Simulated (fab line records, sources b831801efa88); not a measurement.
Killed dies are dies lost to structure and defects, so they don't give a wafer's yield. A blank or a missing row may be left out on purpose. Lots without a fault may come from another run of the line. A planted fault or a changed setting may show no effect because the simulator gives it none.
A struck lot beside a sound one | flow gf180mcu | 14 steps out of a route of 602
Sound: wafers L910.1, L910.3, L910.4. Struck: wafers L922.1, L922.3, L922.5. The cause comes at the end.
At each step with rows: each side's tool, then ch and its chambers, then its first start. Under that, the readings that differ: sound wafers | struck wafers | difference of the means | sigmas: that difference in standard deviations of wafers without a fault.
alike: readings whose means differ by less than 2 such deviations, and words and numbers that are the same on both sides. not compared: withheld readings, readings that some wafer has no value for, bounds like >300 that may hide the same value, and numbers for which the record gives no deviation and whose values overlap.
The two part at a step that has a row with sigmas, a row that says differs or no value, or rows on one side only. Numbers that don't overlap but have no deviation are shown without sigmas and don't part them. A reading that every wafer of one side lacks parts them only if that side has two wafers or more.

GF_V3_CMP_26: polishes, stops on SiO2, t overpolish 15 s, target thk 0 nm.
  sound on cmp-01 ch 0,1,2, day 23 17:04; struck on cmp-01 ch 0,1, day 28 00:54
  alike: motor_current_A, overpolish_run_s, platen_rpm, time_to_endpoint_s
then, 1 step without rows for these wafers: GF_M4_SPUTTER_00 (material Ti, target thk 37.5 nm, time 150 s).
GF_M4_SPUTTER_01: material TiN, target thk 30 nm, time 25 s.
  sound on pvd_sputter-03, day 23 17:28; struck on pvd_sputter-02, day 28 01:15
  alike: throttle_valve_pct
GF_M4_SPUTTER_02: material AlCu, target thk 450 nm, time 23.9 s.
  sound on pvd_sputter-03, day 23 17:30; struck on pvd_sputter-02, day 28 01:17
  alike: throttle_valve_pct
GF_M4_SPUTTER_03: material Ti, target thk 10 nm, time 6.7 s.
  sound on pvd_sputter-03, day 23 17:32; struck on pvd_sputter-02, day 28 01:19
  alike: throttle_valve_pct
GF_M4_SPUTTER_04: material TiN, target thk 50 nm, time 41.7 s.
  sound on pvd_sputter-03, day 23 17:33; struck on pvd_sputter-02, day 28 01:20
  alike: throttle_valve_pct
GF_M4_RS_MEAS_05: measures by four-point-probe.
  sound on film_metro-02, day 23 17:35; struck on film_metro-03, day 28 01:22
  alike: M4_ALCU_RS
GF_M4_THK_MEAS_06: measures by xrf.
  sound on film_metro-02, day 23 17:43; struck on film_metro-03, day 28 01:29
  alike: M4_ALCU_THK
then, 4 steps without rows for these wafers: GF_M4_DEHYDRATE_07 (time 60 s); GF_M4_HMDS_08 (prime time 60 s); GF_M4_COAT_09 (resist thk 1000 nm); GF_M4_SOFTBAKE_10 (time 60 s).
GF_M4_EXPOSE_11: exposes mask Metal4, target cd 280 nm.
  sound on krf_scanner-02 ch 0, day 24 04:48; struck on krf_scanner-02, day 28 11:16
  no value came back on the struck wafers for exposure_dose_mJ_cm2, focus_offset_nm (nm); on the sound wafers exposure_dose_mJ_cm2 reads 27.95 27.98 27.98
  alike: mask
then, 1 step without rows for these wafers: GF_M4_PEB_12 (peb time 90 s).

WHERE THEY PART
Only at GF_M4_EXPOSE_11, within this record.

WHY: what the simulator had put in
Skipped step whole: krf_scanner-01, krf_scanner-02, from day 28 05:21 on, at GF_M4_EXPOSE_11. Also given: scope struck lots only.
